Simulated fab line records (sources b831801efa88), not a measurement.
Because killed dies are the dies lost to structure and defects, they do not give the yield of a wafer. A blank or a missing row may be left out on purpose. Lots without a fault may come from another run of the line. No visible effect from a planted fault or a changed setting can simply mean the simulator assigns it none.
Problem report in the 8D (eight disciplines) form, filled by code | flow sky130 | the parts of the form that need people (team, actions taken, sign-off) are left out

## 1. WHAT IS WRONG
At SKY_CONTACT_SOFTBAKE_10, run length s averages 124.24 s over 6 wafers from 2 lots, while fault-free wafers read 119.15 s, standard deviation 0.28. Relative to the usual mean, that is a shift of +18 standard deviations.
The step: time 90 s.
First observed at day 34 10:00: wafer L191.2, on litho track-02. At this step, 39 wafers from 13 lots have a number in the record. Rule for "out", or "out of limits": more than 4 standard deviations from the usual mean. The rest of the wafers with a number are treated as sound.

## 2. WHAT IT IS AND WHAT IT IS NOT
question                    | is                     | is not
which readings at this step | run length s           | -
which lots                  | L191, L192             | L181, L182, L184, L186, L188, L196, L197, L201, L202, L203, L204
which wafers of those lots  | all that have a number | -
read on which tools         | litho track-02         | litho track-01, litho track-03
when                        | from day 34 10:00      | up to then (15 sound wafers); but 18 sound wafers of L196, L197, L201, L202, L203, L204 came after

## 3. WHAT RULES OUT EACH SUSPECT
Counting: a tool at any process step up to the reading remains a suspect when it ran all the lots that are out and ran no sound lot after the first of those.
- litho track-02 at SKY_CONTACT_SOFTBAKE_10 (time 90 s): kept. It ran every lot that is out, first L191 (day 34 10:00), and no sound lot after that; its last sound lot up to then is L182 (day 31 17:00). Its own run length s readings are out on those wafers.
After counting, what remains is litho track-02 at SKY_CONTACT_SOFTBAKE_10.

## 4. THE CAUSE (what the simulator had put in)
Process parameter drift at SKY_CONTACT_SOFTBAKE_10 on litho track-02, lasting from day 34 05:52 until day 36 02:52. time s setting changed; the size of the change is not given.
Counting left only this tool.

## 5. SEQUENCE OF EFFECTS, ordered by route
Rows list readings where the struck wafers' mean (over those with a number) sits beyond 3 standard deviations from the usual. Scope: only readings with a usual standard deviation given in the record; hours: median across lots of the time from each lot's start at the first step in this table that gives one to its start at this step; sigmas: change in usual standard deviations.
hours | step                    | reading      | usual    | on struck wafers | change | sigmas
0     | SKY_CONTACT_SOFTBAKE_10 | run length s | 119.15 s | 124.24           | +5.09  | +18
Process steps it contains:
- SKY_CONTACT_SOFTBAKE_10: time 90 s.
At these later measuring or inspecting steps, every struck wafer for which the step has a row has a number for every such reading, and none has moved that far: SKY_CONTACT_THK_MEAS_26.

## 6. HOW IT WOULD HAVE BEEN CAUGHT EARLIER
4 hours passed between the start of the fault at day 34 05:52 and the first reading out of limits in this record, taken at day 34 10:00.
